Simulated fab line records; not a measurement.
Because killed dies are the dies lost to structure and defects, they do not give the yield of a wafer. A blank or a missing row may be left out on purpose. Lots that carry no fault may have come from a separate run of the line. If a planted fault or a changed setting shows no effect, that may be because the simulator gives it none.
fab line records / flow gf180mcu / part 2 of 2: steps 30 to 39 of 39
[record] lots = 5 wafers = 15 last-day = 34
route steps=602 shown M1@317 V1@335
lots that met no fault: from a run of the same line without faults
start-h: hours from the record's first day to the start of the lot's first wafer shown / wait-h: how many hours have passed since the lot's step before this one / " the same as in the row above / L1.1+2: several wafers, shown together as one row / - either no value or no given start / * or withheld: withheld / < > ~ a bound
route shown NAME@n: names a module that has steps shown in the file, with the first one's number in the route / usual: the fault-free wafers' mean and standard deviation / same: alike in all rows / chamber/n: place in a boat / sites: each site's reading / _std_site: how widely they spread, as a standard deviation / _edge_site: outer sites' mean less inner sites' / radius-mm: for every site, how far away it sits from the centre of the wafer / mask NAME#n: copy n / behind: tool/chamber where the wafer was last shaped / hold: what put the lot on hold/how long, in hours/how the hold closed / device: names the non-switching transistor (n, p or np) / end of line: the route-end tests of the same wafers / a step given without rows: its recipe and nothing more / killed: dies that structure and defects cost at the first sort, which is not the same as the wafer's yield / map: the dies of a wafer, with x for killed, . for not killed, _ for no die there
set.NAME: the run value of the setting; set.NAME@STEP: its run value at that earlier step / model.NAME: the simulator's own value behind a step, which no gauge read
certain route steps with their lots: each step a table, each wafer a row
services: when a tool's chamber went out of use (start-h, in hours from the record's first day, below 0 if earlier), for how many hours, and the reason
[[steps]]
[step GF_V1_EXPOSE_11]
[recipe] mask-id = Via1 target-cd-nm = 260 na = 0.68 source-shape = conventional sigma-outer = 0.6 dose-mj = 38
[same] na = 0.68
lot.wafer=L075.1+3+6 tool=krf-scanner-01 chamber=0 start-h=- wait-h=- mask=Via1#0
lot.wafer=L081.1+3+6 tool=krf-scanner-01 chamber=0 start-h=- wait-h=- mask=Via1#0
lot.wafer=L083.1+3+6 tool=krf-scanner-01 chamber=0 start-h=- wait-h=- mask=Via1#0
lot.wafer=L084.1+2+5 tool=krf-scanner-02 chamber=0 start-h=- wait-h=- mask=Via1#0
lot.wafer=L097.1+4+5 tool=krf-scanner-02 chamber=0 start-h=- wait-h=- mask=Via1#0
[step GF_V1_PEB_12]
[recipe] peb-temp-c = 135 peb-time-s = 90 resist = KrF
[usual] heater-power-total-W = 85.70/0.083
[same] peb-time-s = 90
lot.wafer=L075.1 tool=litho-track-04 chamber=0 start-h=- wait-h=- heater-power-total-W=85.67
lot.wafer=L075.3 tool=litho-track-04 chamber=0 start-h=- wait-h=- heater-power-total-W=85.63
lot.wafer=L075.6 tool=litho-track-04 chamber=0 start-h=- wait-h=- heater-power-total-W=85.69
lot.wafer=L081.1 tool=litho-track-03 chamber=0 start-h=- wait-h=- heater-power-total-W=85.50
lot.wafer=L081.3 tool=litho-track-03 chamber=0 start-h=- wait-h=- heater-power-total-W=85.89
lot.wafer=L081.6 tool=litho-track-03 chamber=0 start-h=- wait-h=- heater-power-total-W=85.76
lot.wafer=L083.1 tool=litho-track-04 chamber=0 start-h=- wait-h=- heater-power-total-W=85.55
lot.wafer=L083.3 tool=litho-track-04 chamber=0 start-h=- wait-h=- heater-power-total-W=85.59
lot.wafer=L083.6 tool=litho-track-04 chamber=0 start-h=- wait-h=- heater-power-total-W=85.56
lot.wafer=L084.1 tool=litho-track-03 chamber=0 start-h=- wait-h=- heater-power-total-W=85.70
lot.wafer=L084.2 tool=litho-track-03 chamber=0 start-h=- wait-h=- heater-power-total-W=85.80
lot.wafer=L084.5 tool=litho-track-03 chamber=0 start-h=- wait-h=- heater-power-total-W=85.79
lot.wafer=L097.1 tool=litho-track-03 chamber=0 start-h=- wait-h=- heater-power-total-W=85.77
lot.wafer=L097.4 tool=litho-track-03 chamber=0 start-h=- wait-h=- heater-power-total-W=85.74
lot.wafer=L097.5 tool=litho-track-03 chamber=0 start-h=- wait-h=- heater-power-total-W=85.56
[step GF_V1_DEVELOP_13]
[recipe] develop-time-s = 60 resist = KrF dev-temp-c = 21.64
lot.wafer=L075.1+3+6 tool=litho-track-04 chamber=0 start-h=417.32 wait-h=0.2
lot.wafer=L081.1+3+6 tool=litho-track-03 chamber=0 start-h=480.74 wait-h=0.2
lot.wafer=L083.1+3+6 tool=litho-track-04 chamber=0 start-h=490.62 wait-h=0.2
lot.wafer=L084.1+2+5 tool=litho-track-03 chamber=0 start-h=505.54 wait-h=0.2
lot.wafer=L097.1+4+5 tool=litho-track-03 chamber=0 start-h=611.49 wait-h=0.2
[step GF_V1_CD_MEAS_14]
[recipe] target-cd-nm = 260
[usual] cd-nm = 259.9/1.1
lot.wafer=L075.1 tool=cd-sem-01 chamber=- start-h=417.47 wait-h=0.1 cd-nm=259.4
lot.wafer=L075.3 tool=cd-sem-01 chamber=- start-h=417.47 wait-h=0.1 cd-nm=258.2
lot.wafer=L075.6 tool=cd-sem-01 chamber=- start-h=417.47 wait-h=0.1 cd-nm=259.3
lot.wafer=L081.1 tool=cd-sem-02 chamber=- start-h=480.89 wait-h=0.1 cd-nm=262.6
lot.wafer=L081.3 tool=cd-sem-02 chamber=- start-h=480.89 wait-h=0.1 cd-nm=260.9
lot.wafer=L081.6 tool=cd-sem-02 chamber=- start-h=480.89 wait-h=0.1 cd-nm=261.2
lot.wafer=L083.1 tool=cd-sem-01 chamber=- start-h=490.77 wait-h=0.1 cd-nm=260.6
lot.wafer=L083.3 tool=cd-sem-01 chamber=- start-h=490.77 wait-h=0.1 cd-nm=261.0
lot.wafer=L083.6 tool=cd-sem-01 chamber=- start-h=490.77 wait-h=0.1 cd-nm=261.7
lot.wafer=L084.1 tool=cd-sem-02 chamber=- start-h=505.69 wait-h=0.1 cd-nm=259.6
lot.wafer=L084.2 tool=cd-sem-02 chamber=- start-h=505.69 wait-h=0.1 cd-nm=258.9
lot.wafer=L084.5 tool=cd-sem-02 chamber=- start-h=505.69 wait-h=0.1 cd-nm=260.1
lot.wafer=L097.1 tool=cd-sem-02 chamber=- start-h=611.64 wait-h=0.1 cd-nm=260.9
lot.wafer=L097.4 tool=cd-sem-02 chamber=- start-h=611.64 wait-h=0.1 cd-nm=259.6
lot.wafer=L097.5 tool=cd-sem-02 chamber=- start-h=611.64 wait-h=0.1 cd-nm=261.0
[step GF_V1_OVL_MEAS_15]
[usual] V1_OVL = 3/5.2
lot.wafer=L075.1 tool=overlay-02 chamber=- start-h=417.59 wait-h=0.1 V1_OVL[nm]=9
lot.wafer=L075.3 tool=overlay-02 chamber=- start-h=417.59 wait-h=0.1 V1_OVL[nm]=9
lot.wafer=L075.6 tool=overlay-02 chamber=- start-h=417.59 wait-h=0.1 V1_OVL[nm]=8
lot.wafer=L081.1 tool=overlay-01 chamber=- start-h=481.01 wait-h=0.1 V1_OVL[nm]=8
lot.wafer=L081.3 tool=overlay-01 chamber=- start-h=481.01 wait-h=0.1 V1_OVL[nm]=9
lot.wafer=L081.6 tool=overlay-01 chamber=- start-h=481.01 wait-h=0.1 V1_OVL[nm]=8
lot.wafer=L083.1 tool=overlay-02 chamber=- start-h=490.89 wait-h=0.1 V1_OVL[nm]=-3
lot.wafer=L083.3 tool=overlay-02 chamber=- start-h=490.89 wait-h=0.1 V1_OVL[nm]=-6
lot.wafer=L083.6 tool=overlay-02 chamber=- start-h=490.89 wait-h=0.1 V1_OVL[nm]=-6
lot.wafer=L084.1 tool=overlay-01 chamber=- start-h=505.81 wait-h=0.1 V1_OVL[nm]=3
lot.wafer=L084.2 tool=overlay-01 chamber=- start-h=505.81 wait-h=0.1 V1_OVL[nm]=1
lot.wafer=L084.5 tool=overlay-01 chamber=- start-h=505.81 wait-h=0.1 V1_OVL[nm]=5
lot.wafer=L097.1 tool=overlay-02 chamber=- start-h=611.76 wait-h=0.1 V1_OVL[nm]=-4
lot.wafer=L097.4 tool=overlay-02 chamber=- start-h=611.76 wait-h=0.1 V1_OVL[nm]=2
lot.wafer=L097.5 tool=overlay-02 chamber=- start-h=611.76 wait-h=0.1 V1_OVL[nm]=-2
[step GF_V1_ETCH_16]
[recipe] chemistry = N2/H2 target-depth-a = withheld overetch-a = withheld time-s = withheld target = BARC ion-energy-ev = 200 source-w = 500 bias-w = 100 pressure-mtorr = 30 n2-flow-sccm = 100 h2-flow-sccm = 200
[usual] drypump-motor-current-A = 5.6/0.48 oes-product-au = 0.854/0.0044 throttle-valve-pct = 13.224/0.0096
lot.wafer=L075.1 tool=rie-diel-01 chamber=3 start-h=417.63 wait-h=0.0 drypump-motor-current-A=5.5 oes-product-au=0.853 throttle-valve-pct=13.222
lot.wafer=L075.3 tool=rie-diel-01 chamber=2 start-h=417.63 wait-h=0.0 drypump-motor-current-A=5.1 oes-product-au=0.853 throttle-valve-pct=13.232
lot.wafer=L075.6 tool=rie-diel-01 chamber=0 start-h=417.63 wait-h=0.0 drypump-motor-current-A=4.8 oes-product-au=0.853 throttle-valve-pct=13.208
lot.wafer=L081.1 tool=rie-diel-02 chamber=0 start-h=481.05 wait-h=0.0 drypump-motor-current-A=6.3 oes-product-au=0.851 throttle-valve-pct=13.212
lot.wafer=L081.3 tool=rie-diel-02 chamber=3 start-h=481.05 wait-h=0.0 drypump-motor-current-A=5.6 oes-product-au=0.847 throttle-valve-pct=13.224
lot.wafer=L081.6 tool=rie-diel-02 chamber=2 start-h=481.05 wait-h=0.0 drypump-motor-current-A=6.2 oes-product-au=0.852 throttle-valve-pct=13.229
lot.wafer=L083.1 tool=rie-diel-02 chamber=3 start-h=490.93 wait-h=0.0 drypump-motor-current-A=5.6 oes-product-au=0.858 throttle-valve-pct=13.219
lot.wafer=L083.3 tool=rie-diel-02 chamber=2 start-h=490.93 wait-h=0.0 drypump-motor-current-A=6.2 oes-product-au=0.856 throttle-valve-pct=13.234
lot.wafer=L083.6 tool=rie-diel-02 chamber=3 start-h=490.93 wait-h=0.0 drypump-motor-current-A=5.6 oes-product-au=0.853 throttle-valve-pct=13.215
lot.wafer=L084.1 tool=rie-diel-01 chamber=0 start-h=505.85 wait-h=0.0 drypump-motor-current-A=4.8 oes-product-au=0.854 throttle-valve-pct=13.218
lot.wafer=L084.2 tool=rie-diel-01 chamber=3 start-h=505.85 wait-h=0.0 drypump-motor-current-A=5.5 oes-product-au=0.849 throttle-valve-pct=13.232
lot.wafer=L084.5 tool=rie-diel-01 chamber=1 start-h=505.85 wait-h=0.0 drypump-motor-current-A=4.9 oes-product-au=0.851 throttle-valve-pct=13.212
lot.wafer=L097.1 tool=rie-diel-01 chamber=3 start-h=611.80 wait-h=0.0 drypump-motor-current-A=5.5 oes-product-au=0.856 throttle-valve-pct=13.221
lot.wafer=L097.4 tool=rie-diel-01 chamber=1 start-h=611.80 wait-h=0.0 drypump-motor-current-A=4.9 oes-product-au=0.860 throttle-valve-pct=13.235
lot.wafer=L097.5 tool=rie-diel-01 chamber=2 start-h=611.80 wait-h=0.0 drypump-motor-current-A=5.2 oes-product-au=0.849 throttle-valve-pct=13.239
[step GF_V1_ETCH_17]
[recipe] chemistry = C4F8/O2/Ar mask-material = KrF target = SiO2 stop-on = TiN source-w = 1500 bias-w = 1200 pressure-mtorr = 40 c4f8-flow-sccm = withheld O2_flow_sccm = 6 Ar_flow_sccm = 300 time-s = withheld target-depth-a = 6300
[usual] oes-product-au = 0.856/0.0044
lot.wafer=L075.1 tool=rie-diel-01 chamber=3 start-h=- wait-h=- oes-product-au=0.858
lot.wafer=L075.3 tool=rie-diel-01 chamber=2 start-h=- wait-h=- oes-product-au=0.855
lot.wafer=L075.6 tool=rie-diel-01 chamber=0 start-h=- wait-h=- oes-product-au=0.857
lot.wafer=L081.1 tool=rie-diel-02 chamber=0 start-h=- wait-h=- oes-product-au=0.855
lot.wafer=L081.3 tool=rie-diel-02 chamber=3 start-h=- wait-h=- oes-product-au=0.856
lot.wafer=L081.6 tool=rie-diel-02 chamber=2 start-h=- wait-h=- oes-product-au=0.864
lot.wafer=L083.1 tool=rie-diel-02 chamber=3 start-h=- wait-h=- oes-product-au=0.850
lot.wafer=L083.3 tool=rie-diel-02 chamber=2 start-h=- wait-h=- oes-product-au=0.850
lot.wafer=L083.6 tool=rie-diel-02 chamber=3 start-h=- wait-h=- oes-product-au=0.854
lot.wafer=L084.1 tool=rie-diel-01 chamber=0 start-h=- wait-h=- oes-product-au=0.862
lot.wafer=L084.2 tool=rie-diel-01 chamber=3 start-h=- wait-h=- oes-product-au=0.859
lot.wafer=L084.5 tool=rie-diel-01 chamber=1 start-h=- wait-h=- oes-product-au=0.853
lot.wafer=L097.1 tool=rie-diel-01 chamber=3 start-h=- wait-h=- oes-product-au=0.856
lot.wafer=L097.4 tool=rie-diel-01 chamber=1 start-h=- wait-h=- oes-product-au=0.849
lot.wafer=L097.5 tool=rie-diel-01 chamber=2 start-h=- wait-h=- oes-product-au=0.849
[step GF_V1_STRIP_18]
[recipe] chemistry = O2/N2 power-w = 1400 pressure-mtorr = 1500 platen-temp-c = 250 o2-flow-sccm = 3000 n2-flow-sccm = 300 overash-fraction = 0.5
[usual] drypump-motor-current-A = 5.8/0.46 heater-power-w = 300/19 oes-product-au = 0.593/0.0049
lot.wafer=L075.1 tool=plasma-asher-01 chamber=0 start-h=417.76 wait-h=- drypump-motor-current-A=6.1 heater-power-w=331 oes-product-au=0.589 rf-hours-counter-h=32
lot.wafer=L075.3 tool=plasma-asher-01 chamber=0 start-h=417.76 wait-h=- drypump-motor-current-A=6.1 heater-power-w=332 oes-product-au=0.598 rf-hours-counter-h=-
lot.wafer=L075.6 tool=plasma-asher-01 chamber=0 start-h=417.76 wait-h=- drypump-motor-current-A=6.1 heater-power-w=334 oes-product-au=0.588 rf-hours-counter-h=-
lot.wafer=L081.1 tool=plasma-asher-01 chamber=1 start-h=481.18 wait-h=- drypump-motor-current-A=6.0 heater-power-w=294 oes-product-au=0.590 rf-hours-counter-h=38
lot.wafer=L081.3 tool=plasma-asher-01 chamber=0 start-h=481.18 wait-h=- drypump-motor-current-A=6.1 heater-power-w=336 oes-product-au=0.599 rf-hours-counter-h=-
lot.wafer=L081.6 tool=plasma-asher-01 chamber=1 start-h=481.18 wait-h=- drypump-motor-current-A=6.1 heater-power-w=297 oes-product-au=0.595 rf-hours-counter-h=-
lot.wafer=L083.1 tool=plasma-asher-04 chamber=0 start-h=491.06 wait-h=- drypump-motor-current-A=5.7 heater-power-w=311 oes-product-au=0.593 rf-hours-counter-h=82
lot.wafer=L083.3 tool=plasma-asher-04 chamber=1 start-h=491.06 wait-h=- drypump-motor-current-A=5.1 heater-power-w=282 oes-product-au=0.595 rf-hours-counter-h=-
lot.wafer=L083.6 tool=plasma-asher-04 chamber=0 start-h=491.06 wait-h=- drypump-motor-current-A=5.7 heater-power-w=312 oes-product-au=0.589 rf-hours-counter-h=-
lot.wafer=L084.1 tool=plasma-asher-04 chamber=1 start-h=505.98 wait-h=- drypump-motor-current-A=5.0 heater-power-w=282 oes-product-au=0.591 rf-hours-counter-h=83
lot.wafer=L084.2 tool=plasma-asher-04 chamber=0 start-h=505.98 wait-h=- drypump-motor-current-A=5.7 heater-power-w=309 oes-product-au=0.588 rf-hours-counter-h=83
lot.wafer=L084.5 tool=plasma-asher-04 chamber=0 start-h=505.98 wait-h=- drypump-motor-current-A=5.7 heater-power-w=304 oes-product-au=0.599 rf-hours-counter-h=-
lot.wafer=L097.1 tool=plasma-asher-01 chamber=0 start-h=611.93 wait-h=- drypump-motor-current-A=6.1 heater-power-w=331 oes-product-au=0.587 rf-hours-counter-h=51
lot.wafer=L097.4 tool=plasma-asher-01 chamber=0 start-h=611.93 wait-h=- drypump-motor-current-A=6.1 heater-power-w=337 oes-product-au=0.596 rf-hours-counter-h=-
lot.wafer=L097.5 tool=plasma-asher-01 chamber=0 start-h=611.93 wait-h=- drypump-motor-current-A=6.1 heater-power-w=337 oes-product-au=0.604 rf-hours-counter-h=-
[step GF_V1_STRIP_19]
[recipe] chemistry = post-etch-residue-remover time-s = 1200 temp-c = 72.5
[usual] bath-heat-duty-pct = 14.6/1.6 temp-c = 72.50/0.11
lot.wafer=L075.1 tool=wet-bench-03 chamber=0 start-h=417.86 wait-h=0.1 bath-heat-duty-pct=12.7 temp-c=72.60
lot.wafer=L075.3 tool=wet-bench-03 chamber=0 start-h=417.86 wait-h=0.1 bath-heat-duty-pct=13.5 temp-c=72.68
lot.wafer=L075.6 tool=wet-bench-03 chamber=0 start-h=417.86 wait-h=0.1 bath-heat-duty-pct=12.6 temp-c=72.61
lot.wafer=L081.1 tool=wet-bench-01 chamber=3 start-h=481.28 wait-h=0.1 bath-heat-duty-pct=16.3 temp-c=72.50
lot.wafer=L081.3 tool=wet-bench-01 chamber=3 start-h=481.28 wait-h=0.1 bath-heat-duty-pct=19.0 temp-c=72.64
lot.wafer=L081.6 tool=wet-bench-01 chamber=3 start-h=481.28 wait-h=0.1 bath-heat-duty-pct=17.1 temp-c=72.51
lot.wafer=L083.1 tool=wet-bench-04 chamber=1 start-h=491.16 wait-h=0.1 bath-heat-duty-pct=16.1 temp-c=72.47
lot.wafer=L083.3 tool=wet-bench-04 chamber=1 start-h=491.16 wait-h=0.1 bath-heat-duty-pct=16.6 temp-c=72.49
lot.wafer=L083.6 tool=wet-bench-04 chamber=1 start-h=491.16 wait-h=0.1 bath-heat-duty-pct=14.5 temp-c=72.46
lot.wafer=L084.1 tool=wet-bench-01 chamber=1 start-h=506.08 wait-h=0.1 bath-heat-duty-pct=14.7 temp-c=72.38
lot.wafer=L084.2 tool=wet-bench-01 chamber=1 start-h=506.08 wait-h=0.1 bath-heat-duty-pct=12.9 temp-c=72.41
lot.wafer=L084.5 tool=wet-bench-01 chamber=1 start-h=506.08 wait-h=0.1 bath-heat-duty-pct=14.3 temp-c=72.48
lot.wafer=L097.1 tool=wet-bench-01 chamber=3 start-h=612.03 wait-h=0.1 bath-heat-duty-pct=17.2 temp-c=72.46
lot.wafer=L097.4 tool=wet-bench-01 chamber=3 start-h=612.03 wait-h=0.1 bath-heat-duty-pct=16.5 temp-c=72.24
lot.wafer=L097.5 tool=wet-bench-01 chamber=3 start-h=612.03 wait-h=0.1 bath-heat-duty-pct=16.4 temp-c=72.36
[step GF_V1_CLEAN_20]
[recipe] chemistry = DIW dry = n2-spin
lot.wafer=L075.1+3+6 tool=wet-bench-03 chamber=0 start-h=418.20 wait-h=0.0
lot.wafer=L081.1+3+6 tool=wet-bench-03 chamber=2 start-h=481.62 wait-h=0.0
lot.wafer=L083.1+3+6 tool=wet-bench-03 chamber=3 start-h=491.50 wait-h=0.0
lot.wafer=L084.1+2+5 tool=wet-bench-04 chamber=0 start-h=506.42 wait-h=0.0
lot.wafer=L097.1+4+5 tool=wet-bench-04 chamber=0 start-h=612.37 wait-h=0.0
[[services]]
tool=krf-scanner-02 chamber=- start-h=346.14 hours=0.6 kind=repair
tool=krf-scanner-01 chamber=- start-h=348.56 hours=4.0 kind=pm
tool=krf-scanner-02 chamber=- start-h=352.58 hours=1.0 kind=pm
tool=krf-scanner-01 chamber=- start-h=356.83 hours=0.5 kind=repair
tool=pvd-sputter-01 chamber=- start-h=391.92 hours=4.0 kind=repair
tool=rie-diel-01 chamber=2 start-h=433.82 hours=1.4 kind=repair
tool=pvd-sputter-02 chamber=- start-h=434.48 hours=1.1 kind=repair
tool=rie-diel-01 chamber=- start-h=436.69 hours=0.3 kind=repair
tool=krf-scanner-02 chamber=- start-h=441.46 hours=3.6 kind=pm
tool=krf-scanner-01 chamber=- start-h=456.44 hours=0.4 kind=repair
tool=krf-scanner-02 chamber=- start-h=458.80 hours=0.8 kind=pm
tool=rie-diel-01 chamber=0 start-h=474.97 hours=1.7 kind=repair
tool=krf-scanner-01 chamber=- start-h=478.08 hours=1.0 kind=pm
tool=krf-scanner-01 chamber=- start-h=480.09 hours=1.3 kind=pm
tool=krf-scanner-01 chamber=- start-h=485.71 hours=0.8 kind=pm
tool=krf-scanner-02 chamber=- start-h=488.25 hours=1.3 kind=pm
tool=krf-scanner-02 chamber=- start-h=511.48 hours=1.0 kind=pm
tool=pvd-sputter-01 chamber=- start-h=523.33 hours=1.2 kind=repair
tool=rie-diel-01 chamber=- start-h=535.24 hours=0.9 kind=repair
tool=krf-scanner-01 chamber=- start-h=540.35 hours=0.4 kind=repair
tool=krf-scanner-01 chamber=- start-h=543.28 hours=64.3 kind=repair
tool=pvd-sputter-02 chamber=- start-h=548.33 hours=4.6 kind=repair
tool=krf-scanner-02 chamber=- start-h=562.94 hours=0.4 kind=repair
tool=pvd-sputter-02 chamber=- start-h=583.26 hours=6.2 kind=repair
